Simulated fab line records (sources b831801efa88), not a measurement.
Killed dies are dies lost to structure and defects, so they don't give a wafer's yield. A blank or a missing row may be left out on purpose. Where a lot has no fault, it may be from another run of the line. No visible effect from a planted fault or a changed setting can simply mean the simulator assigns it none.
Which of the tools did it? -- flow sky130 -- route of 708 steps, sampled at 1 step: 7 lots, 19 wafers

WHAT EACH GAUGE READ, for each wafer
SKY_RES_PROTECT_TW_MEAS_08.
lot,measured,on,POLY_GATE_TW
L109,day 15 10:47,filmMetro-03,4068 4066 4068
L113,day 16 20:54,filmMetro-03,4078 4055 4059
L115,day 17 14:58,filmMetro-01,4094 4082 4069
L117,day 18 06:17,filmMetro-04,4063 4041 4046
L123,day 20 10:48,filmMetro-03,4068 4071
L125,day 21 05:40,filmMetro-04,4061 4074
L130,day 22 22:57,filmMetro-01,4068 4076 4083

EACH LOT AND THE TOOL THAT RAN IT (in order: tool; ch and the chambers of the sampled wafers; start)
Before these readings, the record contains no process step.

THE ANSWER, worked out from the rows above alone
Rule: what is usual is taken from the lots themselves. Put in order of their means at a reading, lots are off if they are a third of the lots or fewer, leave a main group of 4 or more, and stand apart from it by a gap of 3 or more times the standard deviation of the main group's means; of several such gaps the widest counts. A main group is skipped when, at the precision printed for the reading in the tables above, its means are all equal. Also off: a lot with no number at a reading for which 4 or more lots have one. Where the step has rows for the other lots, those lots are counted as sound.
No lot is off on any of the readings shown, so nothing can be concluded from this.

WHAT THE SIMULATOR HAD PUT IN
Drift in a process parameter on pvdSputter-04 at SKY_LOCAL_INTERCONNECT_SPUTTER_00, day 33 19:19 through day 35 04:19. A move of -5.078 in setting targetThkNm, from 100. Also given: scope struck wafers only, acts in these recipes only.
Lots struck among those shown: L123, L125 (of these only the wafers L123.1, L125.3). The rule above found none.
